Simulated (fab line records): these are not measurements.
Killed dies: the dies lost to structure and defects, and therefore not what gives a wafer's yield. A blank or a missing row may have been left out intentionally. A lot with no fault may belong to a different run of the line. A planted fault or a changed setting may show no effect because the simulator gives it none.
A struck lot beside a sound one | flow sky130 | 15 out of 708 route steps
Sound: these wafers, L581.1, L581.3, L581.6. Struck: wafer L595.6. (L595.1, L595.3 of the same lot were not struck and are left out.) The cause comes at the end.
At each step with rows: each side's tool, then ch and its chambers, then its first start. Under that, the readings that differ: sound wafers | struck wafers | difference of the means | sigmas: that difference in standard deviations of wafers without a fault.
alike: a reading whose means differ by less than 2 such deviations, as well as words and numbers matching on both sides. not compared: withheld readings; readings where some wafer has no value; bounds like >300 that might hide an equal value; numbers whose values overlap and for which the record gives no deviation.
A row with sigmas, a row that says differs or no value, or rows on one side alone: a step with any of these is where the two part. When numbers do not overlap yet have no deviation, they are printed without sigmas and do not part them. A reading that every wafer of one side lacks parts them only if that side has two wafers or more.

first, 8 steps without rows for these wafers: SKY_METAL1_DEHYDRATE_07 (time 60 s); SKY_METAL1_HMDS_08 (prime time 60 s); SKY_METAL1_COAT_09 (resist thk 60 nm); SKY_METAL1_COAT_10 (resist thk 450 nm); SKY_METAL1_SOFTBAKE_11 (time 90 s); SKY_METAL1_EXPOSE_12 (exposes mask MM1, target cd 140 nm); SKY_METAL1_PEB_13; SKY_METAL1_DEVELOP_14 (develop time 60 s).
SKY_METAL1_CD_MEAS_15 targets a cd of 140 nm.
  sound on cdSem-02 at day 34 03:01; struck on cdSem-01 at day 38 17:01
  alike: cdNm
SKY_METAL1_OVL_MEAS_16:
  sound on overlay-01 at day 34 03:08; struck on overlay-01 at day 38 17:08
reading         | sound   | struck | difference | sigmas
METAL1_OVL (nm) | 2 -8 -9 | 12     | +17        | +3
SKY_METAL1_DESCUM_17: chemistry O2, time 8 s.
  sound on rieMetal-01 ch 0,1, day 34 03:10; struck on rieMetal-01 ch 1, day 38 17:10
reading             | sound             | struck | difference | sigmas
oesProductAu (a.u.) | 1.009 1.002 1.017 | 1.032  | +0.023     | +2
  alike: drypumpMotorCurrentA, heBacksideLeakSccm
  not compared: rfHoursCounterH
SKY_METAL1_ETCH_18: etches BARC in N2/H2, stops on SiO2, time 45.9 s, target depth 60 nm.
  sound on rieMetal-01 ch 0,1, day 34 03:12; struck on rieMetal-01 ch 1, day 38 17:12
  alike: drypumpMotorCurrentA, heBacksideLeakSccm, n2FlowSccm, oesProductAu, throttleValvePct
  not compared: rfHoursCounterH
SKY_METAL1_METAL_ETCH_19: etches the open film in Cl2/BCl3, stops on SiO2, target depth 360 nm, time 76.42 s.
  sound on rieMetal-01 ch 0,1, day 34 03:16; struck on rieMetal-01 ch 1, day 38 17:16
reading              | sound                | struck  | difference | sigmas
overEtchFrac         | 0.3 0.3 0.3          | 0.26945 | -0.03055   | 
throttleValvePct (%) | 22.256 22.256 22.252 | 22.277  | +0.022     | +2
  alike: drypumpMotorCurrentA, heBacksideLeakSccm, oesProductAu
  not compared: rfHoursCounterH
SKY_METAL1_STRIP_20: strips in O2/N2.
  sound on plasmaAsher-02 ch 0, day 34 03:21; struck on plasmaAsher-02 ch 0, day 38 17:21
  alike: drypumpMotorCurrentA, n2FlowSccm, oesProductAu, stripTimeToEndpointS
  not compared: rfHoursCounterH
-- the record jumps here: 11 days lie between the struck wafers' starts before and after (it left off in module METAL1 and takes up again in module PAD_OPEN, whose first step shown is number 708 of the route) --
SKY_PAD_OPEN_PROBE_99:
  sound on prober-02 at day 46 22:41; struck on prober-02 at day 50 04:05
  alike: defectLimitedYield, killed_at_M0_to_M3, killed_at_M4_up, killedAtContacts, killedAtFrontEnd, killedAtOther, killedDies, killedOpen, killedShort, sort_bin_3_pad_short, sort_bin_5_function, sort_bin_6_memory, sortNPass, sortYieldPct

## WHERE THEY PART
First at SKY_METAL1_OVL_MEAS_16; last, within this record, at SKY_METAL1_METAL_ETCH_19. Later steps at which nothing parts them and some readings are alike: SKY_METAL1_STRIP_20, SKY_PAD_OPEN_PROBE_99.

WHY: the cause the simulator had injected
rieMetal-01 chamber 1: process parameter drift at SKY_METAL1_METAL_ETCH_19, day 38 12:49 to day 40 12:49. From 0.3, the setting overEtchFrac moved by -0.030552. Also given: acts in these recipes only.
